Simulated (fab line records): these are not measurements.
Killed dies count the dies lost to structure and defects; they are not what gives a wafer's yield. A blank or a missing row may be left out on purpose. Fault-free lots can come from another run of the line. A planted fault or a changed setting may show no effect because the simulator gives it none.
The tool behind it: which one? / flow sfqLine / 21 wafers from 7 lots sampled at 4 of the route's 325 steps

== WHAT THE GAUGES READ, wafer by wafer ==
SFQ_I6_BOW_MEAS_941.
lot=L240; measured=day 72 12:26; on=filmMetro-04; I6_BOW (um)=10 6 5
lot=L243; measured=day 72 21:17; on=filmMetro-04; I6_BOW (um)=-12 4 -4
lot=L245; measured=day 73 03:51; on=filmMetro-01; I6_BOW (um)=9 9 11
lot=L247; measured=day 73 20:15; on=filmMetro-01; I6_BOW (um)=-7 -2 -6
lot=L251; measured=day 80 21:11; on=filmMetro-04; I6_BOW (um)=-20 -28 -8
lot=L254; measured=day 81 12:52; on=filmMetro-03; I6_BOW (um)=6 -11 9
lot=L261; measured=day 82 05:38; on=filmMetro-03; I6_BOW (um)=-7 -5 -11

== WHICH TOOL RAN EACH LOT (tool, then ch and the chambers of the sampled wafers, then the start) ==
lot=L240; SFQ_TRILAYER_M4_DEP_SPUTTER_091=pvdSputter-04, day 32 16:02; SFQ_TRILAYER_A5B_CMP_CMP_130=cmp-02 ch 2,3, day 54 17:35; SFQ_TRILAYER_I6_DEP_PECVD_165=pecvd-01 ch 1,2, day 72 09:19
lot=L243; SFQ_TRILAYER_M4_DEP_SPUTTER_091=pvdSputter-04, day 34 07:46; SFQ_TRILAYER_A5B_CMP_CMP_130=cmp-01 ch 0,3, day 54 21:48; SFQ_TRILAYER_I6_DEP_PECVD_165=pecvd-04 ch 1,2, day 72 18:10
lot=L245; SFQ_TRILAYER_M4_DEP_SPUTTER_091=pvdSputter-04, day 36 04:53; SFQ_TRILAYER_A5B_CMP_CMP_130=cmp-01 ch 0,1,3, day 55 18:40; SFQ_TRILAYER_I6_DEP_PECVD_165=pecvd-01 ch 0,2, day 73 00:46
lot=L247; SFQ_TRILAYER_M4_DEP_SPUTTER_091=pvdSputter-04, day 37 16:10; SFQ_TRILAYER_A5B_CMP_CMP_130=cmp-01 ch 0,1,3, day 56 19:41; SFQ_TRILAYER_I6_DEP_PECVD_165=pecvd-04 ch 0,2, day 73 17:09
lot=L251; SFQ_TRILAYER_M4_DEP_SPUTTER_091=pvdSputter-04, day 40 19:53; SFQ_TRILAYER_A5B_CMP_CMP_130=cmp-02 ch 0,3, day 59 05:56; SFQ_TRILAYER_I6_DEP_PECVD_165=pecvd-04 ch 1,2, day 80 17:30
lot=L254; SFQ_TRILAYER_M4_DEP_SPUTTER_091=pvdSputter-06, day 41 10:25; SFQ_TRILAYER_A5B_CMP_CMP_130=cmp-01 ch 1,3, day 60 02:29; SFQ_TRILAYER_I6_DEP_PECVD_165=pecvd-01 ch 0,1,2, day 81 09:46
lot=L261; SFQ_TRILAYER_M4_DEP_SPUTTER_091=pvdSputter-03, day 43 05:24; SFQ_TRILAYER_A5B_CMP_CMP_130=cmp-02 ch 0,1, day 61 22:53; SFQ_TRILAYER_I6_DEP_PECVD_165=pecvd-02 ch 0,1, day 82 02:34
- SFQ_TRILAYER_M4_DEP_SPUTTER_091: material Nb, target thk 200 nm, time 133.3 s.
- SFQ_TRILAYER_A5B_CMP_CMP_130: polishes, stops on Nb, target thk 340.7 nm.
- SFQ_TRILAYER_I6_DEP_PECVD_165: deposits SiO2 from SiH4/N2O, time 111.11 s, target thk 500 nm.

== THE ANSWER, worked out from the rows above alone ==
Rule: what is usual is taken from the lots themselves. The widest of any qualifying gaps counts: lots, ordered by their means at a reading, are off when they make up no more than a third of the lots, leave a main group of 4 or more, and stand apart from it by 3 or more times the standard deviation of that group's means. If all means in a main group match to the digits the tables above print for the reading, that group is not used. A lot without any number at a reading at which 4 lots or more have one is off too. All remaining lots with rows at the step are treated as sound.
No lot is off on any of the readings shown, so nothing can be concluded from this.

== WHAT HAD BEEN PUT IN BY THE SIMULATOR ==
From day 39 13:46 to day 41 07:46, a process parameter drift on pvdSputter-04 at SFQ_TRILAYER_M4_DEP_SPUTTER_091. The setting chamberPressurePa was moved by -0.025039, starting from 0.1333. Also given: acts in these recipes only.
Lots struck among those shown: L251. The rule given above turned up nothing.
